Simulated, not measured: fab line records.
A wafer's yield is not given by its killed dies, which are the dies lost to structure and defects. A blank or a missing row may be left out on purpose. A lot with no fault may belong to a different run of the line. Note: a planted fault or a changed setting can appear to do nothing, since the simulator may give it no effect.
2 desks looking at one fault | flow sky130 | each desk holds nothing but its own numbers, with what lay behind them at the end

TOOL OWNER'S DESK, pvd sputter-02
The tool's own readings at SKY_VIA2_SPUTTER_20 (material TiN, target thk 20 nm, time 80 s): means of the sampled wafers that have a number, for each lot that ran on this tool. Marked OUT: a lot whose mean sits more than 4 standard deviations from the usual mean, which makes it out of limits; the brackets give that distance.
Columns: A = cathode dc power W at SKY_VIA2_SPUTTER_20, usual 4000.0 W; B = throttle valve pct at SKY_VIA2_SPUTTER_20, usual 30.0 %
lot  | first seen here | A                | B
L669 | day 40 17:19    | 3999.8           | 30.2
L671 | day 41 12:47    | 4039.4 (+59) OUT | 30.0
Finding of this desk: L671 out of limits; the first was L671 at day 41 12:47, on cathode dc power W at SKY_VIA2_SPUTTER_20. Within limits: L669.

FROM THE METROLOGY DESK
Means of the sampled wafers that have a number, per lot and without regard to the tool the lot ran on: this is what the gauges read. Marked OUT: a lot whose mean sits more than 4 standard deviations from the usual mean, which makes it out of limits; the brackets give that distance.
Columns: A = CAPM_TIN_THK at SKY_CAPM_THK_MEAS_04, usual 201.9 nm
lot  | first seen here | A
L657 | day 36 12:29    | 200.1
L659 | day 37 02:30    | 202.8
L660 | day 37 08:38    | 202.3
L667 | day 39 19:29    | 197.8
L669 | day 40 18:27    | 200.3
L671 | day 41 13:56    | 202.3
L674 | day 41 20:05    | 203.5
L675 | day 41 23:04    | 197.3
L676 | day 42 05:10    | 204.0
L677 | day 42 05:36    | 203.1
L678 | day 42 21:40    | 202.6
L679 | day 43 04:30    | 204.7
Result from this desk: across the 12 lots, nothing is out of limits.

BROUGHT TOGETHER
On L671, at day 41 12:47, an alarm was possible from the tool owner's desk.
From the metrology desk's view, nothing was out of limits.
The metrology desk has L671 on record, within its limits.
All the named lots went through SKY_VIA2_SPUTTER_20 on pvd sputter-02.

WHAT THE SIMULATOR HAD INSERTED
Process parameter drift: pvd sputter-02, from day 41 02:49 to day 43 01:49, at SKY_VIA2_SPUTTER_20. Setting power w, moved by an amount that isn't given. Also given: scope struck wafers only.
Shown lots that were struck: L671.
Each desk's first reading out of limits, in hours after the fault started: the tool owner's desk, 10.
